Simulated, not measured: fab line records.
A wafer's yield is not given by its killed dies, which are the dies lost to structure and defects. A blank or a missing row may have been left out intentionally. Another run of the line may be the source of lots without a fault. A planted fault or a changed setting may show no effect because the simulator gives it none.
Matching of chambers || flow sky130 || SKY_FIELD_ISO_CMP_27 on cmp-02: 4 sister chambers
The step polishes, stops on Si3N4, t overpolish 16 s, target thk 457.8 nm. 14 wafers are shown with their chamber, then 7 later ones without.

== WAFERS, EACH WITH ITS CHAMBER ==
{"wafer": "L487.1", "chamber": 1, "motor current A (A)": 10.5, "platen rpm (rpm)": 59.99, "time to endpoint s (s)": 108}
{"wafer": "L487.4", "chamber": 0, "motor current A (A)": 12.0, "platen rpm (rpm)": 60.02, "time to endpoint s (s)": 109}
{"wafer": "L487.5", "chamber": 1, "motor current A (A)": 10.5, "platen rpm (rpm)": 60.02, "time to endpoint s (s)": 105}
{"wafer": "L489.2", "chamber": 1, "motor current A (A)": 11.3, "platen rpm (rpm)": 60.00, "time to endpoint s (s)": 113}
{"wafer": "L489.3", "chamber": 0, "motor current A (A)": 12.2, "platen rpm (rpm)": 60.03, "time to endpoint s (s)": 110}
{"wafer": "L489.5", "chamber": 3, "motor current A (A)": 12.3, "platen rpm (rpm)": 59.97, "time to endpoint s (s)": 111}
{"wafer": "L492.1", "chamber": 3, "motor current A (A)": 11.7, "platen rpm (rpm)": 59.94, "time to endpoint s (s)": 112}
{"wafer": "L492.2", "chamber": 1, "motor current A (A)": 10.6, "platen rpm (rpm)": 59.97, "time to endpoint s (s)": 111}
{"wafer": "L492.4", "chamber": 0, "motor current A (A)": 11.7, "platen rpm (rpm)": 59.99, "time to endpoint s (s)": 112}
{"wafer": "L500.1", "chamber": 1, "motor current A (A)": 10.6, "platen rpm (rpm)": 60.01, "time to endpoint s (s)": 111}
{"wafer": "L500.2", "chamber": 3, "motor current A (A)": 12.4, "platen rpm (rpm)": 59.99, "time to endpoint s (s)": 109}
{"wafer": "L500.6", "chamber": 0, "motor current A (A)": 12.1, "platen rpm (rpm)": 60.01, "time to endpoint s (s)": 111}
{"wafer": "L501.4", "chamber": 2, "motor current A (A)": 12.1, "platen rpm (rpm)": 59.97, "time to endpoint s (s)": 111}
{"wafer": "L501.5", "chamber": 3, "motor current A (A)": 12.3, "platen rpm (rpm)": 60.01, "time to endpoint s (s)": 114}

SIGNATURES, as means of the wafers listed above
{"reading": "motor current A", "chamber 0": 12.000, "chamber 1": 10.700, "chamber 2": 12.100, "chamber 3": 12.175, "scatter within a chamber": 0.301}
{"reading": "platen rpm", "chamber 0": 60.0125, "chamber 1": 59.9980, "chamber 2": 59.9700, "chamber 3": 59.9775, "scatter within a chamber": 0.0224}
{"reading": "time to endpoint s", "chamber 0": 110.50, "chamber 1": 109.60, "chamber 2": 111.00, "chamber 3": 111.50, "scatter within a chamber": 2.39}
Rule: a wafer lies at a distance from a chamber equal to the root of the sum of squares, over the readings, of (its reading less the chamber's mean, divided by the reading's scatter). If the next closest chamber is less than 2 further off than the closest, the wafer can't be placed; otherwise it belongs to the closest. The scatter: take each reading less its chamber's mean, square it, sum over the shown wafers, divide by the number of wafers less the number of chambers, and take the root.

== WAFERS WHOSE CHAMBER IS MISSING ==
{"wafer": "L501.6", "motor current A (A)": 11.5, "platen rpm (rpm)": 60.00, "time to endpoint s (s)": 114}
{"wafer": "L504.2", "motor current A (A)": 10.7, "platen rpm (rpm)": 59.98, "time to endpoint s (s)": 117}
{"wafer": "L504.4", "motor current A (A)": 12.0, "platen rpm (rpm)": 59.99, "time to endpoint s (s)": 117}
{"wafer": "L504.6", "motor current A (A)": 12.0, "platen rpm (rpm)": 60.01, "time to endpoint s (s)": 117}
{"wafer": "L507.1", "motor current A (A)": 10.5, "platen rpm (rpm)": 59.94, "time to endpoint s (s)": 114}
{"wafer": "L507.2", "motor current A (A)": 12.1, "platen rpm (rpm)": 60.01, "time to endpoint s (s)": 114}
{"wafer": "L507.4", "motor current A (A)": 11.7, "platen rpm (rpm)": 60.05, "time to endpoint s (s)": 109}

== WHICH CHAMBER EACH WENT THROUGH ==
{"wafer": "L501.6", "from the rows above": "can't be placed: 0 or 3 or 2 or 1", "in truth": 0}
{"wafer": "L504.2", "from the rows above": 1, "in truth": 1}
{"wafer": "L504.4", "from the rows above": "can't be placed: 3 or 2 or 0", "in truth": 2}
{"wafer": "L504.6", "from the rows above": "can't be placed: 0 or 3 or 2", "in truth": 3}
{"wafer": "L507.1", "from the rows above": 1, "in truth": 1}
{"wafer": "L507.2", "from the rows above": "can't be placed: 0 or 3 or 2", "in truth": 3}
{"wafer": "L507.4", "from the rows above": "can't be placed: 0 or 3 or 2", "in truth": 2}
Correctly placed: 2 of 7. From these rows, 5 cannot be placed; in 5 the true chamber is one of the candidates. 0 placed wrongly.
